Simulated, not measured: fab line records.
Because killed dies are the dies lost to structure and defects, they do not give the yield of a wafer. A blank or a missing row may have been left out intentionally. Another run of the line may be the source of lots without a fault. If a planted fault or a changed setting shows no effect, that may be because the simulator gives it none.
Which tool did it? :: flow gf180mcu :: Sampling: 6 lots, 18 wafers, 3 of 602 route steps

## WHAT THE GAUGES SHOWED, per wafer
GF_NWELL_OVL_MEAS_07.
lot: L485
measured: day 3 11:32
on: overlay-01
NWELL_OVL (nm): 3.9 2.2 2.6

lot: L490
measured: day 4 23:40
on: overlay-01
NWELL_OVL (nm): - - -

lot: L499
measured: day 6 18:25
on: overlay-02
NWELL_OVL (nm): 2.3 2.8 1.0

lot: L501
measured: day 7 06:01
on: overlay-02
NWELL_OVL (nm): 0.7 1.2 -0.6

lot: L503
measured: day 7 15:04
on: overlay-01
NWELL_OVL (nm): 0.3 2.0 1.1

lot: L506
measured: day 8 06:22
on: overlay-01
NWELL_OVL (nm): 0.8 1.4 2.4

## TOOL THAT RAN EACH LOT (tool first, then ch and the chambers of the sampled wafers, then the start)
lot: L485
GF_STI_CMP_25: cmp-02 ch 1,2, day 2 08:38
GF_NWELL_EXPOSE_04: ilineStepper-02 ch 0, day 3 06:29

lot: L490
GF_STI_CMP_25: cmp-02 ch 0,2,3, day 3 17:18
GF_NWELL_EXPOSE_04: ilineStepper-02 ch 0, day 4 16:53

lot: L499
GF_STI_CMP_25: cmp-01 ch 0,2,3, day 5 08:45
GF_NWELL_EXPOSE_04: ilineStepper-02 ch 0, day 6 10:18

lot: L501
GF_STI_CMP_25: cmp-02 ch 1,3, day 5 20:01
GF_NWELL_EXPOSE_04: ilineStepper-02 ch 0, day 6 22:54

lot: L503
GF_STI_CMP_25: cmp-01 ch 0,3, day 6 05:19
GF_NWELL_EXPOSE_04: ilineStepper-02 ch 0, day 7 07:11

lot: L506
GF_STI_CMP_25: cmp-02 ch 0,1,2, day 6 21:23
GF_NWELL_EXPOSE_04: ilineStepper-02 ch 0, day 7 22:52
- GF_STI_CMP_25: polishes, stops on Si3N4, t overpolish 33 s, target thk 524.6 nm.
- GF_NWELL_EXPOSE_04: exposes mask Nwell, target cd 860 nm.

## THE ANSWER, worked out from the rows above alone
Rule: what is usual is taken from the lots themselves. The widest of any qualifying gaps counts: lots, ordered by their means at a reading, are off when they make up no more than a third of the lots, leave a main group of 4 or more, and stand apart from it by 3 or more times the standard deviation of that group's means. Not used: any main group whose means are identical at the precision the tables above print for the reading. A lot without any number at a reading at which 4 lots or more have one is off too. All remaining lots with rows at the step are treated as sound.
Off: at GF_NWELL_OVL_MEAS_07 (NWELL_OVL), L490. Without a number there: L490. For the main group the mean is 1.6 nm and the standard deviation 0.83.
If a tool, at a process step before that reading, ran all the lots that are off and no sound lot after the first of them, it fits. Those tools and the gauges at GF_NWELL_OVL_MEAS_07 are tried in the same way. Not one of the candidates tried fits.

## WHAT THE SIMULATOR HAD PUT IN
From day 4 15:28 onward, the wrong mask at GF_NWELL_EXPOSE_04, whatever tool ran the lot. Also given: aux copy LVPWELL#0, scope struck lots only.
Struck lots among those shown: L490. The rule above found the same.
